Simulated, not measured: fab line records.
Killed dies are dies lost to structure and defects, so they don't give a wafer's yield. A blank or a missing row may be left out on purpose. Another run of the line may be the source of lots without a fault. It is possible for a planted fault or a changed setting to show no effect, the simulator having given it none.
Which tool did it? / flow sky130 / 7 lots, 21 wafers sampled, at 1 step of a route of 708

== WHAT THE GAUGES READ, wafer by wafer ==
SKY_VT_ADJUST_HVTR_CD_MEAS_07: target cd 380 nm.
lot=L209; measured=day 9 19:34; on=cd-sem-01; cd-nm (nm)=380.5 378.3 377.6
lot=L213; measured=day 10 18:37; on=cd-sem-01; cd-nm (nm)=380.9 381.0 379.7
lot=L215; measured=day 12 06:37; on=cd-sem-02; cd-nm (nm)=378.2 375.3 378.3
lot=L218; measured=day 12 16:34; on=cd-sem-01; cd-nm (nm)=378.1 379.5 376.9
lot=L222; measured=day 13 17:59; on=cd-sem-01; cd-nm (nm)=382.4 386.2 383.2
lot=L228; measured=day 14 21:40; on=cd-sem-01; cd-nm (nm)=376.4 376.6 378.7
lot=L231; measured=day 16 00:10; on=cd-sem-02; cd-nm (nm)=378.4 379.9 382.0

== EACH LOT AND THE TOOL THAT RAN IT (in order: tool; ch and the chambers of the sampled wafers; start) ==
No process step before these readings appears in the record.

== THE ANSWER, worked out from the rows above alone ==
Rule: usual is defined by the lots themselves. The widest of any qualifying gaps counts: lots, ordered by their means at a reading, are off when they make up no more than a third of the lots, leave a main group of 4 or more, and stand apart from it by 3 or more times the standard deviation of that group's means. A main group whose means are all the same, to the digits that the tables above print for the reading, isn't used. A lot without any number at a reading at which 4 lots or more have one is off too. The other lots that the step has rows for count as sound.
None of the lots is off at any reading shown; this tells nothing.

== WHAT THE SIMULATOR PUT IN ==
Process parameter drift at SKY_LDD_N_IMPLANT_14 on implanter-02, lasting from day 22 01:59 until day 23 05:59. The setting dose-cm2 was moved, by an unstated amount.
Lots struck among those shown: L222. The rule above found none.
